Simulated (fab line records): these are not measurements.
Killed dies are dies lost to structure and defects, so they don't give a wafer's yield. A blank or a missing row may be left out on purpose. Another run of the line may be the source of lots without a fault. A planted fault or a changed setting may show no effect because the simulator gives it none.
Problem report in the 8D (eight disciplines) form, filled by code + flow sky130 + the parts of the form that need people (team, actions taken, sign-off) are left out

## 1. WHAT IS WRONG
Wafers without a fault read 409.9 nm, standard deviation 2.7; cd_nm at SKY_SONOS_TUNNEL_CD_MEAS_07 reads a mean of 301.0 nm on 6 wafers belonging to 2 lots. Measured from the usual mean, that is -40 standard deviations.
The step: target cd 410 nm.
The first sign was on wafer L999.1 at day 14 17:05, on cd_sem-01. At this step, 42 wafers from 14 lots have a number in the record. Rule for "out", or "out of limits": more than 4 standard deviations from the usual mean. All remaining wafers that have a number are taken as sound.

## 2. WHAT THIS IS AND IS NOT
| question                    | is                     | is not                                                                                       |
|-----------------------------|------------------------|----------------------------------------------------------------------------------------------|
| which readings at this step | cd_nm                  | -                                                                                            |
| which lots                  | L100, L999             | L104, L106, L107, L108, L110, L987, L988, L989, L991, L992, L993, L997                       |
| which wafers of those lots  | all that have a number | -                                                                                            |
| read on which gauges        | cd_sem-01, cd_sem-02   | -                                                                                            |
| when                        | from day 14 17:05      | up to then (21 sound wafers); but 15 sound wafers of L104, L106, L107, L108, L110 came after |

## 3. SUSPECTS, AND WHAT RULES EACH OUT
Counting: any tool at a process step up to the reading is kept as a suspect provided that every lot that is out went through it and no sound lot did after the first of them.
- the gauge at SKY_SONOS_TUNNEL_CD_MEAS_07 has been ruled out. 2 gauges (cd_sem-01, cd_sem-02) read the wafers that are out.
- iline_stepper-01 at SKY_SONOS_TUNNEL_EXPOSE_04 (exposes mask TUNM, target cd 410 nm): kept. Every lot that is out went through it, starting with L999 (day 14 04:46), and after that it ran no sound lot; the last sound lot it ran before then is L997 (day 13 18:16). Its own readings are out on those wafers: exposure_dose_mJ_cm2.
Remaining after the count: iline_stepper-01 at SKY_SONOS_TUNNEL_EXPOSE_04.

## 4. THE CAUSE (what the simulator had put in)
Process parameter drift: iline_stepper-01, from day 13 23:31 on, at SKY_SONOS_TUNNEL_EXPOSE_04. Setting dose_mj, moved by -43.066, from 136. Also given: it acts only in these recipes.
Counting left only this tool.

## 5. SEQUENCE OF EFFECTS, ordered by route
Rows list readings where the struck wafers' mean (over those with a number) sits beyond 3 standard deviations from the usual. Only readings whose record carries a usual standard deviation are examined. hours: median over the lots of the time between each lot's start at the first step of this table that gives one and its start at this step. sigmas: the change, counted in usual standard deviations.
| hours | step                        | reading              | usual    | on struck wafers | change | sigmas      |
|-------|-----------------------------|----------------------|----------|------------------|--------|-------------|
| 0     | SKY_SONOS_TUNNEL_EXPOSE_04  | exposure_dose_mJ_cm2 | 135.98   | 92.87            | -43.11 | -99 or more |
| 12    | SKY_SONOS_TUNNEL_CD_MEAS_07 | cd_nm                | 409.9 nm | 301.0            | -108.9 | -40         |
Here are the process steps it includes:
- SKY_SONOS_TUNNEL_EXPOSE_04: exposes mask TUNM, target cd 410 nm.

## 6. HOW IT WOULD HAVE BEEN CAUGHT EARLIER
18 hours passed between the start of the fault at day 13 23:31 and the first reading out of limits at a measuring or inspecting step in this record, taken at day 14 17:05.
Tool's own readings at SKY_SONOS_TUNNEL_EXPOSE_04, exposure_dose_mJ_cm2: out on all struck wafers the step has rows for; an alarm limit on them would have tripped on the first.
By day 14 17:05, every lot that is out (2) had started SKY_SONOS_TUNNEL_EXPOSE_04 on iline_stepper-01. Holding the tool at that point would not have protected any of them.
